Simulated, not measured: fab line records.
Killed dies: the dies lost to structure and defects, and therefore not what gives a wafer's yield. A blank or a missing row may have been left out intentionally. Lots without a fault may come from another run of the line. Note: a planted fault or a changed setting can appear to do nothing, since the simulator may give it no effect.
Chamber matching ; flow gf180mcu ; GF_PASSIVATION_CVD_00 on pecvd-04: 3 sister chambers
The step deposits SiO2 from TEOS, target thk 1000 nm, time 111.95 s. 3 wafers are shown with their chamber, then 11 later ones without.

EACH WAFER AND ITS CHAMBER
wafer;chamber;heaterPowerW (W)
L089.4;0;844
L089.5;2;592
L092.4;1;583

WAFERS WITH NO CHAMBER GIVEN
wafer;heaterPowerW (W)
L092.5;821
L092.6;588
L095.1;691
L095.2;648
L095.3;555
L095.4;714
L095.5;751
L095.6;612
L097.2;698
L097.4;576
L097.5;763

EACH ONE'S CHAMBER
wafer;from the rows above;in truth
L092.5;0;0
L092.6;can't be placed: 2 or 1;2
L095.1;can't be placed: 2 or 1 or 0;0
L095.2;can't be placed: 2 or 1 or 0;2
L095.3;can't be placed: 1 or 2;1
L095.4;can't be placed: 2 or 0 or 1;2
L095.5;can't be placed: 0 or 2 or 1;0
L095.6;can't be placed: 2 or 1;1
L097.2;can't be placed: 2 or 1 or 0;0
L097.4;can't be placed: 1 or 2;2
L097.5;can't be placed: 0 or 2 or 1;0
Correct placement for 1 of the 11. Can't be placed from these rows: 10 (the true chamber is among the candidates in 10). Wrongly placed: 0.
How it was worked out, from the rows above alone: a wafer's distance from a chamber is the root of the sum, over the readings, of the square of ((its reading less the chamber's mean) divided by the reading's scatter). If the next closest chamber is less than 2 further off than the closest, the wafer can't be placed; otherwise it belongs to the closest. A chamber's mean is the mean of its shown wafers. The scatter (one wafer shown for each chamber): square how far every hidden wafer sits from the nearest shown wafer, average those squares and take the square root.
